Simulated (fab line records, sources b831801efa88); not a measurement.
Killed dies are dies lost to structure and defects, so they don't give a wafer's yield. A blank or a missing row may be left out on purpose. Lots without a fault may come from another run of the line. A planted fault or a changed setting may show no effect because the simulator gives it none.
Which tool did it? | flow gf180mcu | 12 lots, 36 wafers sampled, at 6 steps of a route of 602

WHAT THE GAUGES READ, wafer by wafer
GF_VT_IMPLANT_OVL_MEAS_07.
lot  | measured     | on         | VT_IMPLANT_OVL (nm)
L584 | day 5 23:28  | overlay-01 | 0.1 2.0 0.4
L585 | day 6 07:34  | overlay-02 | 0.2 0.3 2.6
L587 | day 6 17:47  | overlay-01 | 2.6 0.3 1.3
L589 | day 7 09:04  | overlay-01 | 1.8 2.2 1.0
L593 | day 8 09:08  | overlay-02 | - - -
L598 | day 9 16:38  | overlay-02 | -0.1 0.1 0.9
L599 | day 9 23:22  | overlay-02 | -1.7 1.1 1.9
L600 | day 10 02:43 | overlay-02 | 1.4 0.8 1.5
L603 | day 10 19:28 | overlay-01 | 1.8 2.1 1.1
L604 | day 10 23:40 | overlay-01 | 0.5 1.5 1.2
L605 | day 11 07:10 | overlay-02 | 1.7 2.4 2.6
L606 | day 11 14:41 | overlay-01 | 0.9 3.2 1.9

GF_VT_IMPLANT_TW_MEAS_10.
lot  | measured     | on            | VT_IMPLANT_TW
L584 | day 5 23:46  | film_metro-03 | 559.4 560.6 561.8
L585 | day 6 07:52  | film_metro-03 | 558.6 559.9 557.5
L587 | day 6 18:04  | film_metro-04 | 558.2 561.4 559.5
L589 | day 7 09:22  | film_metro-04 | 563.7 562.8 564.2
L593 | day 8 09:25  | film_metro-04 | 30.0 30.0 30.2
L598 | day 9 16:55  | film_metro-04 | 563.4 559.9 556.4
L599 | day 9 23:38  | film_metro-01 | 564.2 566.7 566.8
L600 | day 10 03:01 | film_metro-01 | 564.1 562.6 561.3
L603 | day 10 19:44 | film_metro-01 | 561.3 559.9 562.7
L604 | day 10 23:56 | film_metro-01 | 561.2 561.1 562.3
L605 | day 11 07:28 | film_metro-01 | 558.8 559.9 558.4
L606 | day 11 14:58 | film_metro-01 | 559.1 560.1 560.1

GF_V1_THK_MEAS_01.
lot  | measured     | on            | V1_CVD_00_THK (nm)
L584 | day 17 21:08 | film_metro-04 | 605 602 600
L585 | day 18 05:37 | film_metro-04 | 604 599 602
L587 | day 19 03:44 | film_metro-02 | 609 599 600
L589 | day 20 05:49 | film_metro-03 | 598 600 586
L598 | day 23 07:56 | film_metro-04 | 590 598 589
L599 | day 23 10:25 | film_metro-03 | 597 609 598
L600 | day 23 17:10 | film_metro-04 | 582 593 605
L603 | day 24 12:23 | film_metro-02 | 603 612 599
L604 | day 24 18:57 | film_metro-04 | 587 601 599
L605 | day 25 09:01 | film_metro-02 | 595 608 591
L606 | day 25 15:06 | film_metro-02 | 598 592 587

WHICH TOOL RAN EACH LOT (tool, then ch and the chambers of the sampled wafers, then the start)
lot  | GF_VT_IMPLANT_EXPOSE_04             | GF_CONTACT_STRIP_18                  | GF_CONTACT_SPUTTER_23
L584 | iline_stepper-01 ch 0, day 5 16:04  | plasma_asher-03 ch 0,1, day 16 19:02 | pvd_sputter-02, day 16 19:25
L585 | iline_stepper-02 ch 0, day 6 00:08  | plasma_asher-01 ch 0,1, day 17 04:02 | pvd_sputter-04, day 17 04:25
L587 | iline_stepper-01 ch 0, day 6 10:24  | plasma_asher-03 ch 0,1, day 18 01:38 | pvd_sputter-03, day 18 02:00
L589 | iline_stepper-01 ch 0, day 7 01:06  | plasma_asher-02 ch 0,1, day 19 02:17 | pvd_sputter-02, day 19 02:39
L593 | iline_stepper-01 ch 0, day 8 00:53  | -                                    | -
L598 | iline_stepper-01 ch 0, day 9 07:28  | plasma_asher-02 ch 0,1, day 22 06:11 | pvd_sputter-02, day 22 06:34
L599 | iline_stepper-01 ch 0, day 9 15:41  | plasma_asher-03 ch 0,1, day 22 09:05 | pvd_sputter-04, day 22 09:28
L600 | iline_stepper-01 ch 0, day 9 19:10  | plasma_asher-03 ch 0,1, day 22 15:19 | pvd_sputter-04, day 22 15:39
L603 | iline_stepper-01 ch 0, day 10 10:47 | plasma_asher-01 ch 0,1, day 23 10:59 | pvd_sputter-02, day 23 11:27
L604 | iline_stepper-02 ch 0, day 10 15:09 | plasma_asher-01 ch 0,1, day 23 17:47 | pvd_sputter-03, day 23 18:09
L605 | iline_stepper-01 ch 0, day 10 21:36 | plasma_asher-01 ch 0,1, day 24 08:29 | pvd_sputter-02, day 24 08:51
L606 | iline_stepper-01 ch 0, day 11 05:19 | plasma_asher-03 ch 0,1, day 24 14:50 | pvd_sputter-04, day 24 15:12
- GF_VT_IMPLANT_EXPOSE_04: exposes mask LVPWELL LV AREA, target cd 600 nm.
- GF_CONTACT_STRIP_18: strips in O2/N2.
- GF_CONTACT_SPUTTER_23: material TiN, target thk 10 nm, time 40 s.

WHAT THE TOOLS THEMSELVES READ (means of the sampled wafers that have a number; where no wafer has one, the mark that the record gives instead)
GF_VT_IMPLANT_EXPOSE_04.
lot  | tool             | exposure_dose_mJ_cm2
L584 | iline_stepper-01 | 140.02
L585 | iline_stepper-02 | 139.91
L587 | iline_stepper-01 | 140.09
L589 | iline_stepper-01 | 140.18
L593 | iline_stepper-01 | 139.92
L598 | iline_stepper-01 | 140.09
L599 | iline_stepper-01 | 139.98
L600 | iline_stepper-01 | 139.88
L603 | iline_stepper-01 | 139.97
L604 | iline_stepper-02 | 139.80
L605 | iline_stepper-01 | 139.85
L606 | iline_stepper-01 | 140.08

GF_CONTACT_STRIP_18.
lot  | tool            | drypump_motor_current_A (A) | heater_power_w (W) | oes_product_au (a.u.)
L584 | plasma_asher-03 | 6.3                         | 326                | 0.582
L585 | plasma_asher-01 | 5.7                         | 348                | 0.587
L587 | plasma_asher-03 | 6.0                         | 344                | 0.581
L589 | plasma_asher-02 | 6.0                         | 297                | 0.576
L598 | plasma_asher-02 | 6.0                         | 299                | 0.579
L599 | plasma_asher-03 | 6.0                         | 344                | 0.578
L600 | plasma_asher-03 | 6.3                         | 314                | 0.576
L603 | plasma_asher-01 | 5.7                         | 341                | 0.578
L604 | plasma_asher-01 | 6.1                         | 360                | 0.579
L605 | plasma_asher-01 | 6.1                         | 360                | 0.577
L606 | plasma_asher-03 | 6.3                         | 314                | 0.589

GF_CONTACT_SPUTTER_23.
lot  | tool           | throttle_valve_pct (%)
L584 | pvd_sputter-02 | 29.4
L585 | pvd_sputter-04 | 30.1
L587 | pvd_sputter-03 | 30.9
L589 | pvd_sputter-02 | 29.3
L598 | pvd_sputter-02 | 29.0
L599 | pvd_sputter-04 | 29.7
L600 | pvd_sputter-04 | 30.3
L603 | pvd_sputter-02 | 30.1
L604 | pvd_sputter-03 | 30.7
L605 | pvd_sputter-02 | 29.4
L606 | pvd_sputter-04 | 29.7

THE ANSWER, worked out from the rows above alone
Rule: what is usual is taken from the lots themselves. Put in order of their means at a reading, lots are off if they are a third of the lots or fewer, leave a main group of 4 or more, and stand apart from it by a gap of 3 or more times the standard deviation of the main group's means; of several such gaps the widest counts. A main group whose means are all the same, to the digits that the tables above print for the reading, isn't used. A lot without any number at a reading at which 4 lots or more have one is off too. The other lots that the step has rows for count as sound. The gauges are gone through in route order, then the tools' own readings, and for those a lot's mean is taken as printed above. The first step at which some lot is off is used, and at that step the reading that is off furthest; a lot without a number counts as furthest.
Off: L593, at GF_VT_IMPLANT_OVL_MEAS_07 (VT_IMPLANT_OVL). Without a number there: L593. The main group: mean 1.3 nm, standard deviation 0.58.
A tool fits if, at a process step before that reading, it ran every lot that is off, and no sound lot after the first of them. The gauges at GF_VT_IMPLANT_OVL_MEAS_07 aren't tried: what is off there is off at GF_VT_IMPLANT_TW_MEAS_10 too, on other tools, and a gauge's error can't cause that. None of those tried fits.

WHAT THE SIMULATOR HAD PUT IN
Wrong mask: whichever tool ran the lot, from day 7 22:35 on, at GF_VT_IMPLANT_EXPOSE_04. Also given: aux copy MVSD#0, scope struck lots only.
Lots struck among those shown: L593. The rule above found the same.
